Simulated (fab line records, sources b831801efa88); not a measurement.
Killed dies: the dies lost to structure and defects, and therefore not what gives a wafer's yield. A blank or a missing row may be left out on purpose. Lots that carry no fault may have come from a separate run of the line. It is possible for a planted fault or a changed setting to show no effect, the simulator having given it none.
One fault seen from 2 desks    flow sky130    every desk sees just its own numbers, and what lay behind them comes last

TOOL OWNER'S DESK, pvd sputter-04
The tool's own readings at SKY_METAL4_SPUTTER_02 (material AlCu, target thk 735 nm, time 39.1 s): means of the sampled wafers that have a number, for each lot that ran on this tool. If a lot's mean is further than 4 standard deviations from the usual mean, the lot is out of limits and carries the mark OUT (the distance appears in the brackets).
Columns: A = chamber pressure pa at SKY_METAL4_SPUTTER_02, usual 0.3999 Pa; B = throttle valve pct at SKY_METAL4_SPUTTER_02, usual 30.0 %
lot   first seen here  A       B
L687  day 40 17:20     0.3999  29.8
L690  day 41 21:22     0.4006  29.6
L701  day 44 19:49     0.4000  29.7
L702  day 44 22:44     0.3990  29.8
This desk found nothing out of limits on any of the 4 lots.

FROM THE METROLOGY DESK
What the gauges read, lot by lot, whatever tool the lot ran on: means of the sampled wafers that have a number. If a lot's mean is further than 4 standard deviations from the usual mean, the lot is out of limits and carries the mark OUT (the distance appears in the brackets).
Columns: A = CAP2M_CVD_00_THK at SKY_CAP2M_THK_MEAS_01, usual 15.62 nm; B = CAP2M_TIN_RS at SKY_CAP2M_RS_MEAS_03, usual 6.94 ohm/sq
lot   first seen here  A      B
L683  day 39 16:54     15.25  7.00
L684  day 39 20:16     15.58  6.82
L687  day 40 17:28     15.59  6.92
L689  day 41 13:20     15.58  6.97
L690  day 41 21:31     15.71  6.95
L696  day 43 20:48     15.83  6.99
L698  day 44 13:15     15.48  6.81
L700  day 44 19:21     15.57  6.93
L701  day 44 19:56     15.45  6.90
L702  day 44 22:52     15.84  7.01
L703  day 45 04:14     15.38  6.88
This desk found nothing out of limits on any of the 11 lots.

ALL TOGETHER
The desk of the tool owner found nothing out of limits.
From the metrology desk's view, nothing was out of limits.

WHAT THE SIMULATOR HAD PUT IN
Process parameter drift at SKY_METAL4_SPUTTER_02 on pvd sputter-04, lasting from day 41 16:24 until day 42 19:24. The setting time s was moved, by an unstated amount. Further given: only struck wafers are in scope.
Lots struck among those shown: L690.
